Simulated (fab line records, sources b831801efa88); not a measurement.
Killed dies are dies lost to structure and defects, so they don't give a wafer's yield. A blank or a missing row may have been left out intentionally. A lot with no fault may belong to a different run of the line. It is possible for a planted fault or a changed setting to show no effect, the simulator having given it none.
2 desks looking at one fault -- flow gf180mcu -- each desk holds nothing but its own numbers, with what lay behind them at the end

## THE METROLOGY DESK
Lot by lot, what the gauges showed, no matter which tool ran the lot: averages of those sampled wafers that carry a number. If a lot's mean is further than 4 standard deviations from the usual mean, the lot is out of limits and carries the mark OUT (the distance appears in the brackets).
Columns: A = LVPWELL_OVL at GF_LVPWELL_OVL_MEAS_07, usual 1.1 nm; B = cdNm at GF_HV_LDD_CD_MEAS_07, usual 400.3 nm
lot,first seen here,A,B
L214,day 3 23:11,3.3,396.2
L215,day 4 03:32,0.9,398.9
L216,day 4 08:05,1.8,400.8
L219,day 4 22:35,-1.1,401.9
L220,day 5 06:41,-0.1,399.4
L223,day 5 23:05,1.3,402.4
L224,day 6 05:43,-0.4,401.5
L225,day 6 13:07,1.2,398.3
L226,day 6 14:08,1.3,400.2
L228,day 7 04:37,1.4,416.4 (+8.9) OUT
L229,day 7 08:44,-0.4,417.8 (+9.7) OUT
L235,day 8 20:17,1.6,398.3
L236,day 9 00:49,0.9,400.8
This desk's verdict: out of limits on L228, L229, starting with L228 at day 14 04:13 (cdNm at GF_HV_LDD_CD_MEAS_07). L214, L215, L216, L219, L220, L223, L224, L225, L226, L235, L236: within limits.

## AT THE TOOL OWNER'S DESK: lithoTrack-02
The tool's own readings at GF_HV_LDD_DEVELOP_06 (develop time 60 s): means of the sampled wafers that have a number, for each lot that ran on this tool. If a lot's mean is further than 4 standard deviations from the usual mean, the lot is out of limits and carries the mark OUT (the distance appears in the brackets).
Columns: A = chillPlateTempC at GF_HV_LDD_DEVELOP_06, usual 22.99 C
lot,first seen here,A
L214,day 10 03:14,22.92
L216,day 10 16:50,22.88
L223,day 12 20:01,22.93
L226,day 13 14:34,23.12
L228,day 14 04:04,22.94
L229,day 14 11:01,23.03
This desk found nothing out of limits on any of the 6 lots.

## PUT TOGETHER
The metrology desk could have raised an alarm at day 14 04:13, on L228, L229.
Nothing out of limits was seen by the tool owner's desk.
On record at the tool owner's desk: L228, L229, within its limits.
Every lot named ran GF_HV_LDD_DEVELOP_06 on lithoTrack-02.

## WHAT THE SIMULATOR HAD PUT IN
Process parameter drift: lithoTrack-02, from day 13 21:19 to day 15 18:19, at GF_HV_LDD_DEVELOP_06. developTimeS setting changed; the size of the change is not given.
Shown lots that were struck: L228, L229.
Per desk, hours elapsed from the start of the fault to the first reading out of limits: for the metrology desk, 7.
